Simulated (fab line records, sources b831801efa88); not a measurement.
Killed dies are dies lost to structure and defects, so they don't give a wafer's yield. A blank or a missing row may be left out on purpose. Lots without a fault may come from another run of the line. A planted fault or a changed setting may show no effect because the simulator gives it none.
Tool commonality check | flow sky130 | 12 lots, 36 wafers sampled

WHY IT WAS OPENED
At SKY_LDD_HVP_TW_MEAS_10 the reading LDD_HVP_TW is flagged on 2 of 12 lots. Wafers without a fault read 457.9, standard deviation 3.
Rule: a lot is flagged when every wafer of it that has a number lies more than 4 standard deviations from that mean, or none has a number. The other lots count as sound.

lot  | measured     | on            | LDD_HVP_TW, wafer by wafer | flag
L215 | day 20 18:55 | film_metro-01 | 462.1 461.0 461.0          |
L216 | day 21 21:34 | film_metro-01 | 459.0 457.9 456.8          |
L217 | day 21 23:16 | film_metro-01 | 457.3 454.4 457.0          |
L218 | day 22 07:16 | film_metro-03 | 458.3 456.7 457.0          |
L220 | day 24 04:37 | film_metro-03 | 452.0 456.1 455.0          |
L221 | day 24 05:22 | film_metro-02 | 458.3 460.3 455.7          |
L222 | day 24 06:11 | film_metro-02 | 456.1 456.3 458.5          |
L223 | day 24 11:40 | film_metro-03 | 455.0 454.6 454.9          |
L229 | day 26 09:28 | film_metro-03 | 354.2 356.1 354.0          | FLAGGED
L231 | day 27 22:40 | film_metro-02 | 455.5 454.9 457.6          |
L230 | day 28 00:58 | film_metro-01 | 363.6 361.9 362.6          | FLAGGED
L236 | day 29 17:13 | film_metro-03 | 451.7 455.2 453.9          |
The numbers of the flagged lots are 358.7 on average: -99.2 against the usual, or -33 standard deviations.

WHICH TOOL RAN EACH LOT
The record holds 2 process steps before the reading, out of a route of 708 steps. In each cell: the tool, then ch and the chambers that the sampled wafers went through, then the start.
lot  | flag    | SKY_LDD_HVN_STRIP_09                 | SKY_LDD_HVP_IMPLANT_08
L215 |         | plasma_asher-02 ch 1, day 19 11:54   | implanter-02 ch 0, day 20 18:40
L216 |         | plasma_asher-02 ch 0, day 20 14:37   | implanter-01 ch 0, day 21 21:20
L217 |         | plasma_asher-04 ch 0,1, day 20 16:58 | implanter-02 ch 0, day 21 23:01
L218 |         | plasma_asher-03 ch 0,1, day 21 01:10 | implanter-02 ch 0, day 22 07:02
L220 |         | plasma_asher-04 ch 0, day 22 22:39   | implanter-02 ch 0, day 24 04:22
L221 |         | plasma_asher-02 ch 0,1, day 22 23:52 | implanter-03 ch 0, day 24 05:07
L222 |         | plasma_asher-04 ch 0,1, day 23 00:10 | implanter-03 ch 0, day 24 05:57
L223 |         | plasma_asher-03 ch 0,1, day 23 05:31 | implanter-01 ch 0, day 24 11:25
L229 | FLAGGED | plasma_asher-03 ch 0,1, day 25 04:40 | implanter-02 ch 0, day 26 09:13
L231 |         | plasma_asher-02 ch 0,1, day 26 17:22 | implanter-01 ch 0, day 27 22:25
L230 | FLAGGED | plasma_asher-02 ch 0,1, day 26 20:13 | implanter-02 ch 0, day 28 00:43
L236 |         | plasma_asher-04 ch 0,1, day 28 12:01 | implanter-01 ch 0, day 29 16:58
What these steps do:
- SKY_LDD_HVN_STRIP_09: strips in O2/N2.
- SKY_LDD_HVP_IMPLANT_08
- SKY_LDD_HVP_TW_MEAS_10

FLAGGED OVER TOTAL, TOOL BY TOOL (the gauges that took the reading come last)
step                   | tool            | lots run | flagged | share of the flagged lots | sound lots run after its first flagged lot
SKY_LDD_HVN_STRIP_09   | plasma_asher-02 | 5        | 1       | some                      | 0
SKY_LDD_HVN_STRIP_09   | plasma_asher-03 | 3        | 1       | some                      | 0
SKY_LDD_HVN_STRIP_09   | plasma_asher-04 | 4        | 0       | none                      | -
SKY_LDD_HVP_IMPLANT_08 | implanter-01    | 4        | 0       | none                      | -
SKY_LDD_HVP_IMPLANT_08 | implanter-02    | 6        | 2       | all                       | 0
SKY_LDD_HVP_IMPLANT_08 | implanter-03    | 2        | 0       | none                      | -
SKY_LDD_HVP_TW_MEAS_10 | film_metro-01   | 4        | 1       | some                      | 0
SKY_LDD_HVP_TW_MEAS_10 | film_metro-02   | 3        | 0       | none                      | -
SKY_LDD_HVP_TW_MEAS_10 | film_metro-03   | 5        | 1       | some                      | 1 (L236)

WHAT THE TABLE ALLOWS
1 row of the table ran every flagged lot: implanter-02 at SKY_LDD_HVP_IMPLANT_08.
- implanter-02 at SKY_LDD_HVP_IMPLANT_08: 2 of its 6 lots flagged. Its last sound lot is L220 (day 24 04:22), its first flagged lot L229 (day 26 09:13): a fault that began between those two fits. Its own readings lie more than 4 standard deviations out on every wafer of the flagged lots: dose_ions_cm2, faraday_current_uA.
One tool is left: implanter-02 at SKY_LDD_HVP_IMPLANT_08.

WHAT THE SIMULATOR HAD PUT IN
Process parameter drift: implanter-02, from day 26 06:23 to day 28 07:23, at SKY_LDD_HVP_IMPLANT_08. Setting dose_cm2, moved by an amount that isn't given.
Lots struck among those shown: L229, L230. The rule above found the same.
